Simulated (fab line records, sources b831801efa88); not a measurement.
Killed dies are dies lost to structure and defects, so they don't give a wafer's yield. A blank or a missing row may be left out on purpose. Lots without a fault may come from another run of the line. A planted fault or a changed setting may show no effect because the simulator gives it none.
Which tool did it? | flow sky130 | 12 lots, 36 wafers sampled, at 5 steps of a route of 708

WHAT THE GAUGES READ, wafer by wafer
SKY_LI_CONTACT_BOW_MEAS_03.
lot  | measured     | on            | LI_CONTACT_BOW (um)
L154 | day 27 17:14 | film_metro-03 | 56 59 56
L155 | day 29 00:02 | film_metro-03 | 56 40 57
L156 | day 29 00:22 | film_metro-03 | 52 50 65
L157 | day 28 23:43 | film_metro-02 | 54 65 69
L160 | day 29 22:00 | film_metro-02 | 57 66 48
L161 | day 29 23:35 | film_metro-02 | 64 63 62
L162 | day 30 14:56 | film_metro-04 | 59 50 63
L163 | day 30 21:17 | film_metro-04 | 61 43 58
L173 | day 34 05:43 | film_metro-04 | 58 50 57
L176 | day 35 23:01 | film_metro-03 | 56 49 76
L175 | day 35 23:16 | film_metro-02 | 56 58 56
L177 | day 36 00:29 | film_metro-03 | 53 46 47

SKY_LI_CONTACT_RS_MEAS_22: measures by four-point-probe.
lot  | measured     | on            | LI_CONTACT_W_RS (ohm/sq)
L154 | day 28 22:18 | film_metro-04 | 0.282 0.286 0.286
L155 | day 30 05:02 | film_metro-04 | 0.276 0.280 0.275
L156 | day 30 05:05 | film_metro-02 | 0.283 0.284 0.287
L157 | day 30 04:27 | film_metro-04 | 0.280 0.280 0.282
L160 | day 31 02:40 | film_metro-02 | 0.289 0.289 0.288
L161 | day 31 05:04 | film_metro-04 | 0.278 0.284 0.275
L162 | day 31 19:42 | film_metro-02 | 0.282 0.283 0.282
L163 | day 32 01:44 | film_metro-04 | 0.282 0.278 0.275
L173 | day 35 09:47 | film_metro-02 | 0.288 0.288 0.280
L176 | day 37 02:48 | film_metro-04 | 0.279 0.281 0.289
L175 | day 37 03:11 | film_metro-03 | 0.290 0.285 0.285
L177 | day 37 04:33 | film_metro-04 | 0.276 0.282 0.284

WHICH TOOL RAN EACH LOT (tool, then ch and the chambers of the sampled wafers, then the start)
lot  | SKY_SPACER_ETCHBACK_02             | SKY_LI_CONTACT_CMP_02         | SKY_LI_CONTACT_ETCH_15
L154 | rie_diel-02 ch 0,2,3, day 22 18:40 | cmp-01 ch 1,2, day 27 16:58   | rie_diel-03 ch 0,2,3, day 28 21:38
L155 | rie_diel-02 ch 0,1,2, day 24 02:23 | cmp-01 ch 1,2,3, day 28 23:43 | rie_diel-03 ch 0,1,2, day 30 04:20
L156 | rie_diel-01 ch 0,1,3, day 24 02:23 | cmp-02 ch 1,2,3, day 29 00:13 | rie_diel-02 ch 0,3, day 30 04:21
L157 | rie_diel-03 ch 2,3, day 24 02:23   | cmp-02 ch 0,3, day 28 23:24   | rie_diel-04 ch 0,1, day 30 03:47
L160 | rie_diel-03 ch 0,1,3, day 25 01:07 | cmp-01 ch 1,2, day 29 21:41   | rie_diel-04 ch 1,3, day 31 02:00
L161 | rie_diel-02 ch 0,1,3, day 25 03:15 | cmp-01 ch 0,1,3, day 29 23:16 | rie_diel-02 ch 1,2, day 31 04:24
L162 | rie_diel-03 ch 0,3, day 25 18:02   | cmp-02 ch 0,1,3, day 30 14:37 | rie_diel-02 ch 2,3, day 31 18:59
L163 | rie_diel-01 ch 1,2, day 25 23:10   | cmp-01 ch 0,2, day 30 20:57   | rie_diel-03 ch 0,2, day 32 00:53
L173 | rie_diel-02 ch 0,2,3, day 29 14:11 | cmp-01 ch 0,1,3, day 34 05:27 | rie_diel-02 ch 1,2,3, day 35 09:05
L176 | rie_diel-03 ch 0,2, day 31 09:36   | cmp-01 ch 0,2, day 35 22:46   | rie_diel-02 ch 1,3, day 37 02:08
L175 | rie_diel-01 ch 2,3, day 31 10:49   | cmp-02 ch 1,2,3, day 35 23:04 | rie_diel-04 ch 0,2, day 37 02:32
L177 | rie_diel-02 ch 2,3, day 31 12:01   | cmp-01 ch 1,3, day 36 00:14   | rie_diel-02 ch 1,2, day 37 03:53
- SKY_SPACER_ETCHBACK_02: etches Si3N4 in CH3F/O2, stops on SiO2, time 46.7 s, target depth 45 nm.
- SKY_LI_CONTACT_CMP_02: polishes PSG.
- SKY_LI_CONTACT_ETCH_15: etches PSG in C4F8/O2/Ar, stops on Si, target depth 600 nm.

WHAT THE TOOLS THEMSELVES READ (means of the sampled wafers that have a number; where no wafer has one, the mark that the record gives instead)
SKY_SPACER_ETCHBACK_02.
lot  | tool        | O2_flow_sccm (sccm) | drypump_motor_current_A (A) | oes_product_au (a.u.) | throttle_valve_pct (%)
L154 | rie_diel-02 | 30.03               | 5.4                         | 0.851                 | 10.571
L155 | rie_diel-02 | 29.93               | 5.2                         | 0.866                 | 10.564
L156 | rie_diel-01 | 30.11               | 6.0                         | 0.846                 | 10.561
L157 | rie_diel-03 | 30.07               | 5.6                         | 0.854                 | 10.558
L160 | rie_diel-03 | 29.99               | 5.4                         | 0.853                 | 10.558
L161 | rie_diel-02 | 30.01               | 5.3                         | 0.860                 | 10.556
L162 | rie_diel-03 | 29.96               | 4.8                         | 0.858                 | 10.559
L163 | rie_diel-01 | 29.97               | 6.2                         | 0.863                 | 10.573
L173 | rie_diel-02 | 30.09               | 5.4                         | 0.845                 | 10.566
L176 | rie_diel-03 | 29.93               | 5.9                         | 0.868                 | 10.560
L175 | rie_diel-01 | 30.07               | 6.1                         | 0.850                 | 10.571
L177 | rie_diel-02 | 29.92               | 5.3                         | 0.854                 | 10.563

SKY_LI_CONTACT_CMP_02.
lot  | tool   | motor_current_A (A) | platen_rpm (rpm) | slurry_flow_ml_min | time_to_endpoint_s (s)
L154 | cmp-01 | 12.0                | 60.03            | 150.0              | 30.8
L155 | cmp-01 | 12.8                | 60.06            | 149.9              | 32.7
L156 | cmp-02 | 13.6                | 59.99            | 150.1              | 36.6
L157 | cmp-02 | 12.7                | 59.99            | 149.9              | 31.3
L160 | cmp-01 | 11.5                | 60.08            | 150.0              | 30.2
L161 | cmp-01 | 12.5                | 60.02            | 150.3              | 21.9
L162 | cmp-02 | 12.8                | 59.98            | 150.4              | 31.6
L163 | cmp-01 | 13.2                | 60.00            | 149.6              | 24.9
L173 | cmp-01 | 12.2                | 60.01            | 149.9              | 28.1
L176 | cmp-01 | 12.7                | 59.98            | 149.9              | 28.0
L175 | cmp-02 | 13.5                | 60.04            | 150.5              | 34.8
L177 | cmp-01 | 13.4                | 59.98            | 150.0              | 31.1

SKY_LI_CONTACT_ETCH_15.
lot  | tool        | oes_product_au (a.u.)
L154 | rie_diel-03 | 0.838
L155 | rie_diel-03 | 0.831
L156 | rie_diel-02 | 0.840
L157 | rie_diel-04 | 0.834
L160 | rie_diel-04 | 0.835
L161 | rie_diel-02 | 0.883
L162 | rie_diel-02 | 0.842
L163 | rie_diel-03 | 0.881
L173 | rie_diel-02 | 0.839
L176 | rie_diel-02 | 0.837
L175 | rie_diel-04 | 0.842
L177 | rie_diel-02 | 0.838

THE ANSWER, worked out from the rows above alone
Rule: what is usual is taken from the lots themselves. Put in order of their means at a reading, lots are off if they are a third of the lots or fewer, leave a main group of 4 or more, and stand apart from it by a gap of 3 or more times the standard deviation of the main group's means; of several such gaps the widest counts. A main group whose means are all the same, to the digits that the tables above print for the reading, isn't used. A lot without any number at a reading at which 4 lots or more have one is off too. The other lots that the step has rows for count as sound. The gauges are gone through in route order, then the tools' own readings, and for those a lot's mean is taken as printed above. The first step at which some lot is off is used, and at that step the reading that is off furthest; a lot without a number counts as furthest.
Off: L161, L163, at SKY_LI_CONTACT_ETCH_15 (oes_product_au). The main group: mean 0.838 a.u., standard deviation 0.0033.
A tool fits if, at that step or a process step before it, it ran every lot that is off, and no sound lot after the first of them. None of those tried fits.

WHAT THE SIMULATOR HAD PUT IN
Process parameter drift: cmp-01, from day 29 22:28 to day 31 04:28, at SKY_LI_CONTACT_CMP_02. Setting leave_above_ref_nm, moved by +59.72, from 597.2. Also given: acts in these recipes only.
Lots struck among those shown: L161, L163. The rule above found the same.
